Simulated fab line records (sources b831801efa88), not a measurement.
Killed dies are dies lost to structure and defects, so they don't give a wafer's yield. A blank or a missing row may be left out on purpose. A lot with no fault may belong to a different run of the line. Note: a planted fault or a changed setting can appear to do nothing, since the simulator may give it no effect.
Struck lot and sound lot, side by side | flow sky130 | 14 steps out of a route of 708
Sound: wafers L547.1, L547.2, L547.5. Wafers struck: L560.1, L560.2, L560.4. The cause is named last.
For every step that has rows: the tool of each side, followed by ch and its chambers, followed by its first start. Under that, the readings that differ: sound wafers | struck wafers | difference of the means | sigmas: that difference in standard deviations of wafers without a fault.
alike: words and numbers the same on both sides, and readings whose means are apart by under 2 such deviations; not compared: readings that were withheld, readings missing a value for some wafer, numbers with overlapping values and no deviation given by the record, and bounds like >300 which may hide the same value.
A row with sigmas, a row that says differs or no value, or rows on one side alone: a step with any of these is where the two part. Non-overlapping numbers with no deviation appear without sigmas and do not part them. A reading that every wafer of one side lacks parts them only if that side has two wafers or more.

SKY_CONTACT_CVD_00: deposits Si3N4, target thk 75 nm.
  sound on pecvd-04 ch 1,2, day 31 02:08; struck on pecvd-04 ch 0,2, day 35 05:38
  alike: heater power w
SKY_CONTACT_THK_MEAS_01:
  sound on film metro-04, day 31 02:10; struck on film metro-03, day 35 05:41
  alike: CONTACT_CVD_00_THK
then, 1 step without rows for these wafers: SKY_CONTACT_HDPCVD_02 (deposits SiO2, target thk 565 nm, time 94.2 s).
SKY_CONTACT_THK_MEAS_03:
  sound on film metro-03, day 31 02:17; struck on film metro-04, day 35 05:49
  alike: CONTACT_HDPCVD_THK
SKY_CONTACT_CMP_04: polishes SiO2.
  sound on cmp-01 ch 0,2,3, day 31 02:27; struck on cmp-01 ch 0,1,3, day 35 05:52
  alike: motor current A, slurry filter dp kPa, slurry flow ml min, time to endpoint s
SKY_CONTACT_BOW_MEAS_05:
  sound on film metro-01, day 31 02:39; struck on film metro-03, day 35 06:10
  alike: CONTACT_BOW
then, 6 steps without rows for these wafers: SKY_CONTACT_DEHYDRATE_06 (time 60 s); SKY_CONTACT_HMDS_07 (prime time 60 s); SKY_CONTACT_COAT_08 (resist thk 60 nm); SKY_CONTACT_COAT_09 (resist thk 450 nm); SKY_CONTACT_SOFTBAKE_10 (time 90 s); SKY_CONTACT_EXPOSE_11 (exposes mask CTM1, target cd 170 nm).
SKY_CONTACT_PEB_12:
  struck on litho track-03, day 36 07:00; sound on litho track-01 ch 0, day 32 06:00
  reading         | sound          | struck | difference                    | sigmas
  exhaust pa (Pa) | 45.7 45.3 43.3 | - - -  | no value on the struck wafers |
  not compared: chill plate temp C
then, 1 step without rows for these wafers: SKY_CONTACT_DEVELOP_13 (develop time 60 s).

## WHERE THEY PART
Within this record, at SKY_CONTACT_PEB_12 only.

WHY: whatever the simulator had introduced
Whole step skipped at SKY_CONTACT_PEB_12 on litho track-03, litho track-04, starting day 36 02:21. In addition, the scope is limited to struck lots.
